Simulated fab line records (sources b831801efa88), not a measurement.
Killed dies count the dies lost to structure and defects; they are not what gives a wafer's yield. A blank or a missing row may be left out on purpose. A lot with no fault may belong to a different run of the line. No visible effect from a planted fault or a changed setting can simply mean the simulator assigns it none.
Problem report in the 8D (eight disciplines) form, filled by code ; flow sfqLine ; the parts of the form that need people (team, actions taken, sign-off) are left out

== 1. THE PROBLEM ==
SFQ_TRILAYER_R5_ETCH_METAL_ETCH_139, oesProductAu: mean 0.879 a.u. over 1 wafer from 1 lot; wafers with no fault: 0.987 a.u., standard deviation 0.0059. That puts it -18 standard deviations away from the usual mean.
The step: etches the open film in Cl2, stops on SiO2, target depth 60 nm, time 40 s.
First observed at day 66 11:56: wafer L584.1, on rieMetal-04. Wafers with a number at this step in the record: 39, from 13 lots. The rule behind "out" and "out of limits": a value lying over 4 standard deviations away from the usual mean. All remaining wafers that have a number are taken as sound.

== 2. WHAT IT IS, WHAT IT ISN'T ==
question;is;is not
which readings at this step;oesProductAu;chamberPressureMTorr, drypumpMotorCurrentA
which lots;L584;L564, L565, L566, L567, L568, L569, L570, L572, L573, L575, L576, L578
which wafers of those lots;L584.1;L584.2, L584.4
read on which tools;rieMetal-04;rieMetal-02, rieMetal-03
when;from day 66 11:56;up to then (38 sound wafers)

== 3. SUSPECTS, AND WHAT RULES EACH OUT ==
Counting: any tool at a process step up to the reading remains a suspect provided it ran every lot that is out. Sound lots after the first of them don't rule it out here, since some wafers of a struck lot are sound.
- rieMetal-04 at SFQ_TRILAYER_R5_ETCH_METAL_ETCH_139 (etches the open film in Cl2, stops on SiO2, target depth 60 nm, time 40 s): kept. L584, the lot that is out, went through it at day 66 11:56; up to then, the latest sound lot through it was L576 at day 64 15:48. On those wafers its own readings are out: oesProductAu.
- Within rieMetal-04 at SFQ_TRILAYER_R5_ETCH_METAL_ETCH_139: the wafers that are out ran in chamber 1; their sound lot-mates ran in chamber 0.
Left after counting: rieMetal-04 at SFQ_TRILAYER_R5_ETCH_METAL_ETCH_139.

== 4. THE CAUSE (what the simulator had put in) ==
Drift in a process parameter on rieMetal-04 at SFQ_TRILAYER_R5_ETCH_METAL_ETCH_139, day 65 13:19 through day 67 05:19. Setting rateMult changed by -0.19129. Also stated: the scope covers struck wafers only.
Only this tool survived the counting.

== 5. SEQUENCE OF EFFECTS, ordered by route ==
Each row: a reading whose mean over the struck wafers that have a number lies more than 3 standard deviations from the usual. Scope: only readings with a usual standard deviation given in the record; hours: median across lots of the time from each lot's start at the first step in this table that gives one to its start at this step; sigmas: change in usual standard deviations.
hours;step;reading;usual;on struck wafers;change;sigmas
0;SFQ_TRILAYER_R5_ETCH_METAL_ETCH_139;oesProductAu;0.987 a.u.;0.879;-0.108;-18
The process steps in it:
- SFQ_TRILAYER_R5_ETCH_METAL_ETCH_139: etches the open film in Cl2, stops on SiO2, target depth 60 nm, time 40 s.

== 6. HOW IT WOULD HAVE BEEN CAUGHT EARLIER ==
The fault began at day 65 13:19; the first out-of-limits reading in this record came at day 66 11:56, 23 hours later.
